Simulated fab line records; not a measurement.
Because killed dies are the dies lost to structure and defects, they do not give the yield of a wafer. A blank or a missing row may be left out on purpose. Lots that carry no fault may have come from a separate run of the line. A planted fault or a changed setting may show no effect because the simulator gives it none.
fab line records ; flow sfq-line
record: lots: 7; wafers: 21; last-day: 80
route steps=325 shown M7@285 I7@296
lots with no fault: from the same line, run without faults
start-h: hours from the record's opening day to when the first of the lot's shown wafers began ; wait-h: hours from the lot's prior step to this one ; " unchanged from the row above ; L1.1+2: one row covering several wafers at once ; - no value present, or no start provided ; * or withheld: withheld ; < > ~ a bound
route shown NAME@n: a module of which the file shows steps, and the number in the route of the first ; usual: mean and standard deviation over wafers with no fault ; same: alike in all rows ; chamber/n: place in a boat ; sites: the reading at each site ; _std_site: standard deviation across them ; _edge_site: the outer-site mean with the inner-site mean subtracted ; radius-mm: for every site, how far away it sits from the centre of the wafer ; mask NAME#n: copy n ; behind: the tool/chamber that last shaped the wafer ; hold: reason for holding the lot/hours on hold/outcome of the hold ; device: transistor that didn't switch, given as n, p or np ; end of line: at the end of the route, the tests of the same wafers ; a step with no rows: only its recipe ; killed: at the first sort, the dies lost to defects and structure; wafer yield is something else ; map: the dies of a wafer, with x for killed, . for not killed, _ for no die there
set.NAME: the setting that was run; set.NAME@STEP: the one run at that earlier step ; model.NAME: the simulator's own value behind a step, which no gauge read
lots at selected steps of the route; one table per step, one row per wafer
services: the hour from which a tool's chamber was out of use, counted from the record's first day as start-h (under 0 if before that day), plus the number of hours and why
== steps ==
step: SFQ_TRILAYER_M7_LITHO_COAT_182
recipe: resist: BARC; spin-rpm: 3000; resist-thk-nm: 62
step: SFQ_TRILAYER_M7_LITHO_COAT_177
recipe: resist: KrF; spin-rpm: 3000; resist-thk-nm: 600
step: SFQ_TRILAYER_M7_LITHO_SOFTBAKE_181
recipe: temp-c: withheld; time-s: withheld; resist: KrF
step: SFQ_TRILAYER_M7_LITHO_EXPOSE_178
recipe: mask-id: M7; na: 0.6; source-shape: conventional; sigma-outer: 0.65; target-cd-nm: 500; dose-mj: 14.4
step: SFQ_TRILAYER_M7_LITHO_PEB_180
recipe: peb-temp-c: 115; peb-time-s: 60; resist: KrF
step: SFQ_TRILAYER_M7_LITHO_DEVELOP_179
recipe: time-s: 60; resist: KrF
step: SFQ_M7_OVL_MEAS_945
usual: M7_OVL: 0/7
lot.wafer;tool;chamber;start-h;wait-h;M7_OVL[nm]
L901.1;overlay-02;-;1484.50;0.1;-6
L901.2;overlay-02;-;1484.50;0.1;-1
L901.6;overlay-02;-;1484.50;0.1;-8
L905.1;overlay-02;-;1598.75;0.1;-2
L905.2;overlay-02;-;1598.75;0.1;0
L905.6;overlay-02;-;1598.75;0.1;4
L909.2;overlay-01;-;1621.40;0.1;-1
L909.5;overlay-01;-;1621.40;0.1;4
L909.6;overlay-01;-;1621.40;0.1;-1
L910.2;overlay-01;-;1622.60;0.1;14
L910.3;overlay-01;-;1622.60;0.1;7
L910.6;overlay-01;-;1622.60;0.1;10
L911.1;overlay-01;-;1623.79;0.1;-5
L911.4;overlay-01;-;1623.79;0.1;4
L911.5;overlay-01;-;1623.79;0.1;0
L913.3;overlay-01;-;1629.80;0.1;10
L913.4;overlay-01;-;1629.80;0.1;9
L913.5;overlay-01;-;1629.80;0.1;7
L920.4;overlay-01;-;1778.36;0.1;5
L920.5;overlay-01;-;1778.36;0.1;7
L920.6;overlay-01;-;1778.36;0.1;2
step: SFQ_TRILAYER_M7_BARC_OPEN_METAL_ETCH_229
recipe: mask-material: PR; chemistry: O2; target-depth-nm: 125; target: BARC; icp-w: 600; bias-w: 80; pressure-mtorr: 10; time-s: 41.7
usual: drypump-motor-current-A: 5.9/0.46; oes-product-au: 0.685/0.0043; rf-fwd-power-W: 593.1/2.7
lot.wafer;tool;chamber;start-h;wait-h;drypump-motor-current-A;oes-product-au;rf-fwd-power-W;rf-hours-counter-h
L901.1;rie-metal-04;0;1484.53;0.0;6.3;0.685;587.6;136
L901.2;rie-metal-04;1;1484.53;0.0;5.7;0.677;594.6;81
L901.6;rie-metal-04;1;1484.53;0.0;5.7;0.686;593.1;-
L905.1;rie-metal-03;1;1598.78;0.0;6.3;0.684;596.3;70
L905.2;rie-metal-03;0;1598.78;0.0;5.5;0.684;590.2;107
L905.6;rie-metal-03;1;1598.78;0.0;6.3;0.690;596.1;-
L909.2;rie-metal-02;1;1621.43;0.0;5.2;0.681;596.9;77
L909.5;rie-metal-02;0;1621.43;0.0;6.5;0.687;593.4;-
L909.6;rie-metal-02;1;1621.43;0.0;5.2;0.686;598.2;-
L910.2;rie-metal-03;0;1622.63;0.0;5.5;0.691;594.3;110
L910.3;rie-metal-03;1;1622.63;0.0;6.3;0.688;594.6;-
L910.6;rie-metal-03;1;1622.63;0.0;6.3;0.684;595.6;-
L911.1;rie-metal-02;1;1623.83;0.0;5.2;0.685;595.1;77
L911.4;rie-metal-02;0;1623.83;0.0;6.5;0.683;589.3;-
L911.5;rie-metal-02;1;1623.83;0.0;5.2;0.686;596.0;-
L913.3;rie-metal-03;1;1629.85;0.0;6.3;0.681;595.5;-
L913.4;rie-metal-03;0;1629.85;0.0;5.5;0.691;595.0;-
L913.5;rie-metal-03;1;1629.85;0.0;6.3;0.680;595.5;-
L920.4;rie-metal-02;0;1778.40;0.0;6.5;0.690;591.7;-
L920.5;rie-metal-02;0;1778.40;0.0;6.5;0.687;593.1;-
L920.6;rie-metal-02;1;1778.40;0.0;5.2;0.688;595.4;-
step: SFQ_TRILAYER_M7_ETCH_METAL_ETCH_180
recipe: target: Nb; stop-on: SiO2; mask-material: PR; chemistry: Cl2/Ar; target-depth-nm: 240; icp-w: 600; bias-w: 80; pressure-mtorr: 10; time-s: 120
usual: drypump-motor-current-A: 5.9/0.46; oes-product-au: 0.896/0.0075; rf-fwd-power-W: 596.7/1.9
lot.wafer;tool;chamber;start-h;wait-h;drypump-motor-current-A;oes-product-au;rf-fwd-power-W;rf-hours-counter-h
L901.1;rie-metal-04;0;1484.59;0.0;6.3;0.883;592.5;136
L901.2;rie-metal-04;1;1484.59;0.0;5.7;0.891;596.8;81
L901.6;rie-metal-04;1;1484.59;0.0;5.7;0.879;594.6;-
L905.1;rie-metal-03;1;1598.84;0.0;6.3;0.892;596.1;70
L905.2;rie-metal-03;0;1598.84;0.0;5.6;0.883;596.7;107
L905.6;rie-metal-03;1;1598.84;0.0;6.3;0.890;596.0;-
L909.2;rie-metal-02;1;1621.49;0.0;5.2;0.909;598.9;77
L909.5;rie-metal-02;0;1621.49;0.0;6.5;0.906;595.8;-
L909.6;rie-metal-02;1;1621.49;0.0;5.2;0.902;597.9;-
L910.2;rie-metal-03;0;1622.69;0.0;5.6;0.892;595.2;110
L910.3;rie-metal-03;1;1622.69;0.0;6.3;0.898;600.6;-
L910.6;rie-metal-03;1;1622.69;0.0;6.3;0.898;597.5;-
L911.1;rie-metal-02;1;1623.89;0.0;5.2;0.905;597.8;77
L911.4;rie-metal-02;0;1623.89;0.0;6.5;0.905;599.5;-
L911.5;rie-metal-02;1;1623.89;0.0;5.2;0.898;599.2;-
L913.3;rie-metal-03;1;1629.93;0.1;6.3;0.885;598.3;-
L913.4;rie-metal-03;0;1629.93;0.1;5.6;0.882;596.8;-
L913.5;rie-metal-03;1;1629.93;0.1;6.3;0.893;599.1;-
L920.4;rie-metal-02;0;1778.48;0.1;6.5;0.904;598.1;-
L920.5;rie-metal-02;0;1778.48;0.1;6.5;0.892;594.2;-
L920.6;rie-metal-02;1;1778.48;0.1;5.2;0.894;595.6;-
step: SFQ_TRILAYER_M7_STRIP_STRIP_181
recipe: gas: O2; power-w: 200; platen-temp-c: 40; overash-fraction: 0.65; chemistry: O2; pressure-mtorr: 50
usual: drypump-motor-current-A: 5.9/0.46; oes-product-au: 1.005/0.0089; platen-temp-c: 40.00/0.11
lot.wafer;tool;chamber;start-h;wait-h;drypump-motor-current-A;oes-product-au;platen-temp-c;rf-hours-counter-h
L901.1;rie-metal-04;0;1484.72;0.1;6.3;1.016;40.05;137
L901.2;rie-metal-04;1;1484.72;0.1;5.7;1.004;39.86;81
L901.6;rie-metal-04;1;1484.72;0.1;5.7;1.004;40.15;-
L905.1;rie-metal-03;1;1598.97;0.1;6.3;1.019;40.20;70
L905.2;rie-metal-03;0;1598.97;0.1;5.6;0.996;40.00;107
L905.6;rie-metal-03;1;1598.97;0.1;6.3;1.018;40.04;-
L909.2;rie-metal-02;1;1621.61;0.1;5.2;1.005;39.88;77
L909.5;rie-metal-02;0;1621.61;0.1;6.5;1.014;40.14;-
L909.6;rie-metal-02;1;1621.61;0.1;5.2;1.013;39.98;-
L910.2;rie-metal-03;0;1622.81;0.1;5.6;1.002;40.00;110
L910.3;rie-metal-03;1;1622.81;0.1;6.3;1.010;39.95;-
L910.6;rie-metal-03;1;1622.81;0.1;6.3;1.020;39.88;-
L911.1;rie-metal-02;1;1624.01;0.1;5.2;1.001;40.02;78
L911.4;rie-metal-02;0;1624.01;0.1;6.5;1.009;39.85;-
L911.5;rie-metal-02;1;1624.01;0.1;5.2;0.985;40.04;-
L913.3;rie-metal-03;1;1630.21;0.2;6.3;1.012;40.11;-
L913.4;rie-metal-03;0;1630.21;0.2;5.6;1.002;39.96;-
L913.5;rie-metal-03;1;1630.21;0.2;6.3;1.014;40.11;-
L920.4;rie-metal-02;0;1778.76;0.2;6.5;1.017;39.99;-
L920.5;rie-metal-02;0;1778.76;0.2;6.5;1.018;39.87;-
L920.6;rie-metal-02;1;1778.76;0.2;5.2;1.009;40.15;-
step: SFQ_TRILAYER_M7_STRIP_SOLV_CLEAN_182
recipe: chemistry: NMP; temp-c: 70; time-s: 600
step: SFQ_TRILAYER_I7_DEP_PECVD_183
recipe: material: SiO2; temp-c: 150; time-s: 111.11; pressure-torr: 2.4; rf-w: 183.3; precursor: SiH4/N2O; target-thk-nm: 500
usual: heater-power-w: 83/9.9; rf-fwd-power-W: 182.3/0.57; throttle-valve-pct: 25.0/1.4
lot.wafer;tool;chamber;start-h;wait-h;heater-power-w;rf-fwd-power-W;throttle-valve-pct
L901.1;pecvd-02;0;1485.49;0.0;80;182.6;25.7
L901.2;pecvd-02;2;1485.49;0.0;70;182.4;25.4
L901.6;pecvd-02;2;1485.49;0.0;70;182.6;25.2
L905.1;pecvd-02;2;1599.74;0.0;70;182.4;25.4
L905.2;pecvd-02;0;1599.74;0.0;93;182.0;26.8
L905.6;pecvd-02;1;1599.74;0.0;79;182.4;24.1
L909.2;pecvd-01;0;1622.39;0.0;74;183.1;24.9
L909.5;pecvd-01;2;1622.39;0.0;86;182.7;26.8
L909.6;pecvd-01;1;1622.39;0.0;94;182.0;25.1
L910.2;pecvd-02;1;1623.59;0.0;84;181.8;24.3
L910.3;pecvd-02;2;1623.59;0.0;65;182.8;25.5
L910.6;pecvd-02;0;1623.59;0.0;87;181.5;26.8
L911.1;pecvd-04;2;1624.79;0.0;84;182.1;22.8
L911.4;pecvd-04;1;1624.79;0.0;66;183.0;24.5
L911.5;pecvd-04;0;1624.79;0.0;88;182.5;23.3
L913.3;pecvd-01;1;1630.79;0.0;79;181.8;25.4
L913.4;pecvd-01;0;1630.79;0.0;77;182.7;25.2
L913.5;pecvd-01;1;1630.79;0.0;86;182.6;25.2
L920.4;pecvd-02;2;1779.38;0.0;57;182.9;26.1
L920.5;pecvd-02;1;1779.38;0.0;85;181.4;24.7
L920.6;pecvd-02;0;1779.38;0.0;92;183.3;27.9
step: SFQ_TRILAYER_I7_CMP_CMP_184
recipe: material: SiO2; down-force-psi: 3; platen-rpm: 60; pad-velocity-m-s: 0.94248
usual: head-pressure-psi: 3.000/0.0068; motor-current-A: 10.3/0.84; time-to-endpoint-s: 216/7.2
lot.wafer;tool;chamber;start-h;wait-h;head-pressure-psi;motor-current-A;time-to-endpoint-s
L901.2;cmp-01;3;1496.69;11.2;3.011;10.7;212
L901.1;cmp-01;0;1496.69;11.2;3.007;11.5;215
L901.6;cmp-01;3;1498.69;13.1;3.004;10.6;219
L905.1;cmp-02;0;1599.82;0.0;3.002;10.8;202
L905.2;cmp-02;2;1600.82;1.0;3.001;10.3;208
L905.6;cmp-02;0;1601.82;2.0;2.999;10.3;220
L909.2;cmp-01;0;1628.32;5.9;2.379;9.9;280
L909.6;cmp-01;1;1628.32;5.9;2.375;10.0;282
L909.5;cmp-01;2;1628.32;5.9;2.379;8.8;277
L910.3;cmp-01;2;1630.32;6.7;2.378;8.7;256
L910.2;cmp-01;3;1630.32;6.7;2.376;9.6;263
L910.6;cmp-01;2;1632.32;8.7;2.371;8.8;266
L911.4;cmp-02;3;1631.92;7.1;3.004;9.9;213
L911.1;cmp-02;0;1631.92;7.1;3.002;10.9;208
L911.5;cmp-02;1;1631.92;7.1;2.997;9.0;224
L913.3;cmp-01;1;1638.82;8.0;2.389;10.1;279
L913.4;cmp-01;3;1639.82;9.0;2.378;9.5;295
L913.5;cmp-01;1;1640.82;10.0;2.391;9.8;288
L920.4;cmp-02;0;1785.77;6.3;3.016;11.0;224
L920.5;cmp-02;3;1787.27;7.8;2.991;10.0;215
L920.6;cmp-02;0;1787.27;7.8;2.996;10.5;220
step: SFQ_I7_BOW_MEAS_946
recipe: mode: bow
usual: I7_BOW: 5/11
lot.wafer;tool;chamber;start-h;wait-h;I7_BOW[um]
L901.1;film-metro-04;-;1499.69;2.0;3
L901.2;film-metro-04;-;1499.69;2.0;12
L901.6;film-metro-04;-;1499.69;2.0;1
L905.1;film-metro-03;-;1602.82;2.5;15
L905.2;film-metro-03;-;1602.82;2.5;10
L905.6;film-metro-03;-;1602.82;2.5;15
L909.2;film-metro-04;-;1629.84;1.0;23
L909.5;film-metro-04;-;1629.84;1.0;33
L909.6;film-metro-04;-;1629.84;1.0;24
L910.2;film-metro-02;-;1632.84;1.5;16
L910.3;film-metro-02;-;1632.84;1.5;15
L910.6;film-metro-02;-;1632.84;1.5;4
L911.1;film-metro-03;-;1633.92;1.0;-3
L911.4;film-metro-03;-;1633.92;1.0;-4
L911.5;film-metro-03;-;1633.92;1.0;-11
L913.3;film-metro-02;-;1641.86;2.5;19
L913.4;film-metro-02;-;1641.86;2.5;19
L913.5;film-metro-02;-;1641.86;2.5;12
L920.4;film-metro-03;-;1788.33;2.1;-9
L920.5;film-metro-03;-;1788.33;2.1;-4
L920.6;film-metro-03;-;1788.33;2.1;-11
== services ==
tool;chamber;start-h;hours;kind
rie-metal-03;1;1490.74;13.0;repair
cmp-01;-;1513.63;1.5;repair
cmp-01;-;1528.68;0.9;repair
pecvd-02;-;1538.73;1.4;repair
cmp-02;-;1543.68;1.2;repair
cmp-02;-;1553.62;10.3;pm
cmp-02;-;1563.31;1.3;repair
rie-metal-04;-;1576.27;0.4;repair
cmp-02;-;1602.82;4.0;pm
rie-metal-02;-;1603.00;3.8;repair
rie-metal-02;-;1624.61;2.8;pm
rie-metal-03;-;1649.64;4.3;pm
rie-metal-03;0;1660.05;4.1;repair
pecvd-02;-;1663.27;0.8;pm
cmp-01;-;1679.92;1.3;repair
rie-metal-02;1;1699.75;17.9;repair
cmp-01;-;1700.46;4.6;pm
rie-metal-03;0;1702.99;9.1;repair
rie-metal-03;-;1709.06;2.0;repair
pecvd-02;-;1752.51;0.2;repair
rie-metal-03;-;1758.80;0.3;repair
cmp-01;-;1767.68;1.2;repair
cmp-01;-;1771.09;5.3;pm
cmp-01;-;1779.41;4.0;pm
== key ==
first-sign: step: SFQ_TRILAYER_I7_CMP_CMP_184; reading: head-pressure-psi; direction: down; sigmas: 91; usual: 3.000; struck: 2.379
effect: step: SFQ_TRILAYER_I7_CMP_CMP_184; reading: time-to-endpoint-s; direction: up; sigmas: 8.4; usual: *; struck: *
met-at SFQ_TRILAYER_I7_CMP_CMP_184
struck-wafers L909.2,L909.5,L909.6,L910.2,L910.3,L910.6,L913.3,L913.4,L913.5
onset-between 1496.69 1628.32
fault: kind: process-parameter-drift; tool: cmp-01; chamber: -; onset-h: 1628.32; steps: SFQ_TRILAYER_I7_CMP_CMP_184; channel: down-force-psi; offset: -0.61871; shape: step; end-h: 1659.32; acts-in: these-recipes-only; stated: 3
